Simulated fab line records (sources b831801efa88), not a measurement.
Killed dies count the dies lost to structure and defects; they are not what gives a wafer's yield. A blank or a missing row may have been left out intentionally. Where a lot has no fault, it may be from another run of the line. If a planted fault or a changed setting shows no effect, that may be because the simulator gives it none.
The tool behind it: which one? | flow gf180mcu | 13 lots, 39 wafers sampled, at 2 steps of a route of 602

## WHAT THE GAUGES SHOWED, per wafer
GF_V5_THK_MEAS_03.
lot  | measured     | on            | V5_CVD_02_THK (nm)
L936 | day 26 12:51 | film-metro-03 | 1436 1462 1449
L937 | day 26 14:26 | film-metro-04 | 1435 1443 1430
L939 | day 27 16:20 | film-metro-03 | 1441 1456 1451
L941 | day 28 05:38 | film-metro-02 | 1440 1424 1464
L942 | day 28 10:05 | film-metro-02 | 1472 1466 1470
L943 | day 28 12:02 | film-metro-04 | 1435 1431 1462
L945 | day 29 06:58 | film-metro-04 | 1439 1420 1450
L946 | day 29 15:56 | film-metro-03 | 1420 1472 1449
L948 | day 30 00:38 | film-metro-03 | 1432 1410 1446
L949 | day 30 10:14 | film-metro-04 | 1448 1430 1440
L952 | day 31 03:18 | film-metro-04 | 1440 1465 1489
L957 | day 32 13:28 | film-metro-03 | 1434 1455 1460
L958 | day 32 14:14 | film-metro-03 | 1447 1450 1430

## EACH LOT AND THE TOOL THAT RAN IT (in order: tool; ch and the chambers of the sampled wafers; start)
lot  | GF_M4_SPUTTER_03
L936 | pvd-sputter-01, day 22 16:59
L937 | pvd-sputter-02, day 22 19:38
L939 | pvd-sputter-04, day 23 22:52
L941 | pvd-sputter-02, day 24 15:14
L942 | pvd-sputter-02, day 24 19:22
L943 | pvd-sputter-02, day 24 22:45
L945 | pvd-sputter-04, day 25 17:28
L946 | pvd-sputter-04, day 26 04:30
L948 | pvd-sputter-02, day 26 12:32
L949 | pvd-sputter-01, day 26 23:10
L952 | pvd-sputter-04, day 27 18:53
L957 | pvd-sputter-02, day 29 09:04
L958 | pvd-sputter-02, day 29 10:09
- GF_M4_SPUTTER_03: material Ti, target thk 10 nm, time 6.7 s.

## WHAT THE TOOLS THEMSELVES READ (means of the sampled wafers that have a number; where no wafer has one, the mark that the record gives instead)
GF_M4_SPUTTER_03.
lot  | tool           | throttle-valve-pct (%)
L936 | pvd-sputter-01 | 29.7
L937 | pvd-sputter-02 | 29.6
L939 | pvd-sputter-04 | 30.1
L941 | pvd-sputter-02 | 29.9
L942 | pvd-sputter-02 | 29.2
L943 | pvd-sputter-02 | 29.8
L945 | pvd-sputter-04 | 30.2
L946 | pvd-sputter-04 | 29.7
L948 | pvd-sputter-02 | 30.1
L949 | pvd-sputter-01 | 30.2
L952 | pvd-sputter-04 | 29.5
L957 | pvd-sputter-02 | 29.6
L958 | pvd-sputter-02 | 30.3

## THE ANSWER, worked out from the rows above alone
Rule: the lots themselves supply what counts as usual. Put in order of their means at a reading, lots are off if they are a third of the lots or fewer, leave a main group of 4 or more, and stand apart from it by a gap of 3 or more times the standard deviation of the main group's means; of several such gaps the widest counts. A main group whose means are all the same, to the digits that the tables above print for the reading, isn't used. A lot without any number at a reading at which 4 lots or more have one is off too. The other lots that the step has rows for count as sound. The gauges are gone through in route order, then the tools' own readings, and for those a lot's mean is taken as printed above. The first step at which some lot is off is used, and at that step the reading that is off furthest; a lot without a number counts as furthest.
No lot is off on any of the readings shown, so nothing can be concluded from this.

## WHAT HAD BEEN PUT IN BY THE SIMULATOR
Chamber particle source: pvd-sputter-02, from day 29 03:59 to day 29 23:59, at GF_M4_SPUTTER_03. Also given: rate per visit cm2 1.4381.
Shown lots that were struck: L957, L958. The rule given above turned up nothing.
